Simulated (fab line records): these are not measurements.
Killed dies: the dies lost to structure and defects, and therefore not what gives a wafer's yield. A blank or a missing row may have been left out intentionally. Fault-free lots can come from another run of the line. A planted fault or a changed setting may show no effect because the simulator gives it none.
A single fault, viewed from 2 desks | flow sfq_line | every desk sees just its own numbers, and what lay behind them comes last

## THE TOOL OWNER'S DESK: pvd_sputter-04
The tool's own readings at SFQ_TRILAYER_JJ_TRILAYER_DEP_SPUTTER_109 (material Nb, target thk 150 nm, time 100 s): means of the sampled wafers that have a number, for each lot that ran on this tool. Marked OUT: a lot whose mean sits more than 4 standard deviations from the usual mean, which makes it out of limits; the brackets give that distance.
Columns: A = throttle_valve_pct at SFQ_TRILAYER_JJ_TRILAYER_DEP_SPUTTER_109, usual 30.2 %
lot  | first seen here | A
L734 | day 40 19:19    | 30.9
L741 | day 43 21:16    | 31.2
L742 | day 44 09:16    | 30.6
L743 | day 44 16:28    | 31.4
L746 | day 45 07:28    | 31.0
L753 | day 48 12:31    | 30.6
L755 | day 49 01:31    | 30.4
Result from this desk: across the 7 lots, nothing is out of limits.

## AT THE METROLOGY DESK
Lot by lot, what the gauges showed, no matter which tool ran the lot: averages of those sampled wafers that carry a number. Marked OUT: a lot whose mean sits more than 4 standard deviations from the usual mean, which makes it out of limits; the brackets give that distance.
Columns: A = M2_OVL at SFQ_M2_OVL_MEAS_916, usual -3 nm; B = M5_OVL at SFQ_M5_OVL_MEAS_932, usual 1 nm
lot  | first seen here | A   | B
L734 | day 17 22:50    | -5  | 12
L736 | day 18 09:32    | 2   | 2
L737 | day 18 21:32    | -6  | 2
L738 | day 19 11:57    | -2  | 4
L740 | day 20 03:05    | -12 | 3
L741 | day 20 15:05    | -2  | 5
L742 | day 20 22:18    | 1   | -0
L743 | day 21 07:54    | -2  | 7
L745 | day 21 13:53    | 0   | -2
L746 | day 21 22:17    | -1  | 2
L751 | day 23 18:13    | -7  | -2
L753 | day 24 09:49    | 1   | 5
L755 | day 25 05:01    | 1   | -5
L756 | day 25 12:01    | -2  | 8
Result from this desk: across the 14 lots, nothing is out of limits.

## TAKEN TOGETHER
The tool owner's desk saw nothing out of limits.
At the metrology desk, nothing out of limits was observed.

## WHAT THE SIMULATOR HAD INSERTED
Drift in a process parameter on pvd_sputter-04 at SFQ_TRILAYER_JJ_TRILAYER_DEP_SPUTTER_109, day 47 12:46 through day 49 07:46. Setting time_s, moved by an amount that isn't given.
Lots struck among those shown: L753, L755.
